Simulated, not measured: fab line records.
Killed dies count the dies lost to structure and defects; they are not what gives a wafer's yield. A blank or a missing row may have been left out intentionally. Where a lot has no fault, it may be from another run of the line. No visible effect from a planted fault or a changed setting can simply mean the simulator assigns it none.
Split-lot experiment	flow sky130	23 wafers read from 5 lots, route of 708 steps

== THE SPLIT ITSELF ==
At SKY_LOCAL_INTERCONNECT_COAT_06 (resist thk 450 nm), the setting spin_rpm was moved away from the recipe's 3000 rpm on 7 of the 23 wafers read, by -6.5% to +6.1%. This setting was run at the recipe's value on the other wafers.

The reading is taken at the split's own step.

== THE READING ==
KrF-thick_of_LOCAL_INTERCONNECT_COAT_06.thk_nm (the simulator's own value, which no gauge read), in nm, at SKY_LOCAL_INTERCONNECT_COAT_06 (resist thk 450 nm). The file does not state a usual value for it. Average 449.7 nm, standard deviation 0.94 nm, over the 16 wafers here run with the recipe.

wafer	tool, chamber at the split	spin_rpm as run, rpm	against the recipe	KrF-thick_of_LOCAL_INTERCONNECT_COAT_06.thk_nm, nm	against lot-mates on the recipe
L077.1	litho_track-01, 0	3183	+6.1%	435.8	-12.8
L077.2	litho_track-01, 0	3000	recipe	448	-
L077.3	litho_track-01, 0	3183	+6.1%	436.3	-12.3
L077.4	litho_track-01, 0	3000	recipe	449.2	-
L077.5	litho_track-01, 0	3183	+6.1%	434.8	-13.8
L074.1	litho_track-01, 0	3000	recipe	449.5	-
L074.2	litho_track-01, 0	3149	+5.0%	438.4	-10.8
L074.3	litho_track-01, 0	3000	recipe	449	-
L074.6	litho_track-01, 0	3000	recipe	449	-
L074.5	litho_track-01, 0	3149	+5.0%	438.5	-10.7
L079.2	litho_track-01, 0	2804	-6.5%	464.9	+15.3
L079.5	litho_track-01, 0	2804	-6.5%	464.9	+15.3
L079.3	litho_track-01, 0	3000	recipe	449.4	-
L079.4	litho_track-01, 0	3000	recipe	450.3	-
L079.6	litho_track-01, 0	3000	recipe	449	-
L080.1	litho_track-04, 0	3000	recipe	450.5	-
L080.2	litho_track-04, 0	3000	recipe	451	-
L080.3	litho_track-04, 0	3000	recipe	450.6	-
L080.4	litho_track-04, 0	3000	recipe	451.1	-
L080.5	litho_track-04, 0	3000	recipe	451.1	-
L082.4	litho_track-01, 0	3000	recipe	449.1	-
L082.5	litho_track-01, 0	3000	recipe	448.5	-
L082.6	litho_track-01, 0	3000	recipe	449.9	-

FIT RESULTS
A straight line over all 23 wafers: KrF-thick_of_LOCAL_INTERCONNECT_COAT_06.thk_nm changes by -2.31 nm for each +1% of spin_rpm; r = -0.99; the points scatter about the line by 0.85 nm.
The same after taking each lot's own level away (the mean of its wafers on the recipe; 23 wafers): -2.22 nm for each +1%; r = -1.00; scatter 0.54 nm.
That fit puts the effect of the largest move of spin_rpm on the reading at 15 nm.
From 448.60 to 450.86 nm: that is the span of the lots' own levels, equal to 2.4 times the standard deviation above.
The two slopes are in agreement: the lot-to-lot level therefore moves the slope only a little.
Check: for one of the wafers moved furthest among these (-6.5%), held out of the fit, the line's prediction against its lot-mates is +14.4 nm. Against them it came out at +15.3 nm.

== THESE WAFERS: OTHER SPLITS ==
Before the reading, these wafers also passed through other splits. Each is held against what the fit with the lots' levels taken away leaves over:
other split on the same wafers	wafers away from the commonest value	r with KrF-thick_of_LOCAL_INTERCONNECT_COAT_06.thk_nm (lot level and that fit taken away)
SKY_LI_CONTACT_ETCH_15 bias_w	9	-0.26

== THE WHOLE CHAIN: every reading that the file lists as answering this split, in the file's order ==
step	what it does	reading	change (the file's fit)	r (the file's)
SKY_LOCAL_INTERCONNECT_COAT_06	resist thk 450 nm	KrF-thick_of_LOCAL_INTERCONNECT_COAT_06.thk_nm (the simulator's own value, which no gauge read)	-2.22 nm for each +1% of the setting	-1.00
SKY_LOCAL_INTERCONNECT_STRIP_15	strips in O2/N2	strip_time_to_endpoint_s	withheld for each +1% of the setting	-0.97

== THE FILE'S OWN FIT ==
KrF-thick_of_LOCAL_INTERCONNECT_COAT_06.thk_nm changes by -2.22 nm for each +1% of spin_rpm, r = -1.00.
